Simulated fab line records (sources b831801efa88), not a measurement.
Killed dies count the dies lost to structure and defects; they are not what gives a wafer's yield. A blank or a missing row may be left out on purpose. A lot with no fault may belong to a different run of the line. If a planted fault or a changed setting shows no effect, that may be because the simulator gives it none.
Comparing a struck lot with a sound one / flow gf180mcu / 16 out of 602 route steps
Sound: wafers L244.1, L244.2, L244.3. Struck: wafers L249.3, L249.6. (L249.2 of the same lot was not struck and is left out.) The cause comes at the end.
For every step that has rows: the tool of each side, followed by ch and its chambers, followed by its first start. Under that, the readings that differ: sound wafers / struck wafers / difference of the means / sigmas: that difference in standard deviations of wafers without a fault.
alike: readings whose means differ by less than 2 such deviations, and words and numbers that are the same on both sides. not compared: withheld readings, readings that some wafer has no value for, bounds like >300 that may hide the same value, and numbers for which the record gives no deviation and whose values overlap.
A row with sigmas, a row that says differs or no value, or rows on one side alone: a step with any of these is where the two part. Non-overlapping numbers with no deviation appear without sigmas and do not part them. Lack of a reading on every wafer of one side parts them only where that side has two or more wafers.

GF_M3_SPUTTER_04: material TiN, target thk 50 nm, time 41.7 s.
  sound on pvd_sputter-02 at day 20 06:47; struck on pvd_sputter-04 at day 22 09:40
  alike: throttle_valve_pct
GF_M3_RS_MEAS_05: the measuring method here is four-point-probe.
  sound on film_metro-01 at day 20 06:50; struck on film_metro-01 at day 22 09:44
  alike: M3_ALCU_RS
GF_M3_THK_MEAS_06: measures by xrf.
  sound on film_metro-01 at day 20 06:57; struck on film_metro-01 at day 22 09:50
  alike: M3_ALCU_THK
then, 7 steps without rows for these wafers: GF_M3_DEHYDRATE_07 (time 60 s); GF_M3_HMDS_08 (prime time 60 s); GF_M3_COAT_09 (resist thk 1000 nm); GF_M3_SOFTBAKE_10 (time 60 s); GF_M3_EXPOSE_11 (exposes mask Metal3, target cd 280 nm); GF_M3_PEB_12 (peb time 90 s); GF_M3_DEVELOP_13 (develop time 60 s).
GF_M3_CD_MEAS_14: the cd target is 280 nm.
  sound on cd_sem-01 at day 21 06:18; struck on cd_sem-01 at day 23 08:52
  alike: cd_nm
GF_M3_OVL_MEAS_15:
  sound on overlay-02 at day 21 06:25; struck on overlay-02 at day 23 08:59
  alike: M3_OVL
GF_M3_METAL_ETCH_16: etches the open film in Cl2/BCl3, stops on SiO2, target depth 750.8 nm, time 125.1 s.
  sound on rie_metal-02 ch 0,1, day 21 06:28; struck on rie_metal-02 ch 0,1, day 23 09:01
reading=oes_product_au (a.u.); sound=0.964 0.989 0.962; struck=0.904 0.913; difference=-0.063; sigmas=-8
reading=run_length_s (s); sound=154.6 153.4 153.6; struck=176.3 175.4; difference=+22.0; sigmas=+22
reading=throttle_valve_pct (%); sound=28.271 28.228 28.262; struck=28.324 28.322; difference=+0.069; sigmas=+5
reading=model.KrF_of_M3_COAT_09.thk_nm (nm); sound=699.1 686.5 702.5; struck=643.3 628.6; difference=-60.1; sigmas=
  alike: drypump_motor_current_A
  not compared: rf_hours_counter_h
GF_M3_STRIP_17: strips in O2/N2.
  sound on plasma_asher-03 ch 0,1, day 21 06:35; struck on plasma_asher-01 ch 0,1, day 23 09:08
reading=oes_product_au (a.u.); sound=0.539 0.541 0.542; struck=0.527 0.510; difference=-0.022; sigmas=-4
reading=strip_time_to_endpoint_s (s); sound=7.52 7.41 7.55; struck=6.97 6.82; difference=-0.60; sigmas=-8
  alike: drypump_motor_current_A, heater_power_w, platen_temp_c
  not compared: rf_hours_counter_h
then, 1 step without rows for these wafers: GF_M3_STRIP_18 (strips in post etch residue remover, time 1200 s).
-- the record jumps here: 7 days lie between the struck wafers' starts before and after (it left off in module M3 and takes up again in module PASSIVATION, whose first step shown is number 602 of the route) --
GF_PASSIVATION_PROBE_99:
  rows exist in the record for the struck wafers here (prober-02, day 30 16:50), but not for the sound ones

## WHERE THEY PART
At GF_M3_METAL_ETCH_16 first; at GF_PASSIVATION_PROBE_99 last (within this record only).

WHY: what the simulator had put in
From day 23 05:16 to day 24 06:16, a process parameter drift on rie_metal-02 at GF_M3_METAL_ETCH_16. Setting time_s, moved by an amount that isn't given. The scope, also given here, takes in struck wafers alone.
